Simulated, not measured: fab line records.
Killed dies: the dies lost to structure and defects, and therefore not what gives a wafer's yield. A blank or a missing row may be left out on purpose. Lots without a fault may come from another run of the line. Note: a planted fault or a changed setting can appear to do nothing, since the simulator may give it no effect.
Matching of chambers + flow gf180mcu + cmp-02 running GF_V5_CMP_04: 4 sister chambers
The step polishes SiO2. 4 wafers are shown with their chamber, then 8 later ones without.

WAFERS, EACH WITH ITS CHAMBER
| wafer  | chamber | motor_current_A (A) |
|--------|---------|---------------------|
| L801.6 | 3       | 13.1                |
| L802.1 | 0       | 11.4                |
| L802.4 | 1       | 11.6                |
| L812.1 | 2       | 11.8                |

WAFERS MISSING THEIR CHAMBER
| wafer  | motor_current_A (A) |
|--------|---------------------|
| L812.4 | 12.3                |
| L812.5 | 13.7                |
| L813.2 | 12.2                |
| L813.5 | 11.6                |
| L813.6 | 12.1                |
| L815.2 | 12.9                |
| L815.3 | 11.5                |
| L815.4 | 14.1                |

WHICH CHAMBER EACH ONE RAN IN
| wafer  | from the rows above               | in truth |
|--------|-----------------------------------|----------|
| L812.4 | can't be placed: 2 or 1 or 3 or 0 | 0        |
| L812.5 | 3                                 | 3        |
| L813.2 | can't be placed: 2 or 1 or 0 or 3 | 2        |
| L813.5 | can't be placed: 1 or 0 or 2      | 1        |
| L813.6 | can't be placed: 2 or 1 or 0 or 3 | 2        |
| L815.2 | can't be placed: 3 or 2           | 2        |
| L815.3 | can't be placed: 0 or 1 or 2      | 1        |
| L815.4 | 3                                 | 3        |
Placed correctly: 2 of 8. From these rows, 6 cannot be placed; in 6 the true chamber is one of the candidates. Wrongly placed: 0.
How it was worked out, from the rows above alone: a wafer's distance from a chamber is the root of the sum, over the readings, of the square of ((its reading less the chamber's mean) divided by the reading's scatter). If the next closest chamber is less than 2 further off than the closest, the wafer can't be placed; otherwise it belongs to the closest. Each chamber's mean is taken over the wafers shown for it. The scatter: root of mean squared gap, hidden wafer to nearest shown wafer, with one shown wafer a chamber.
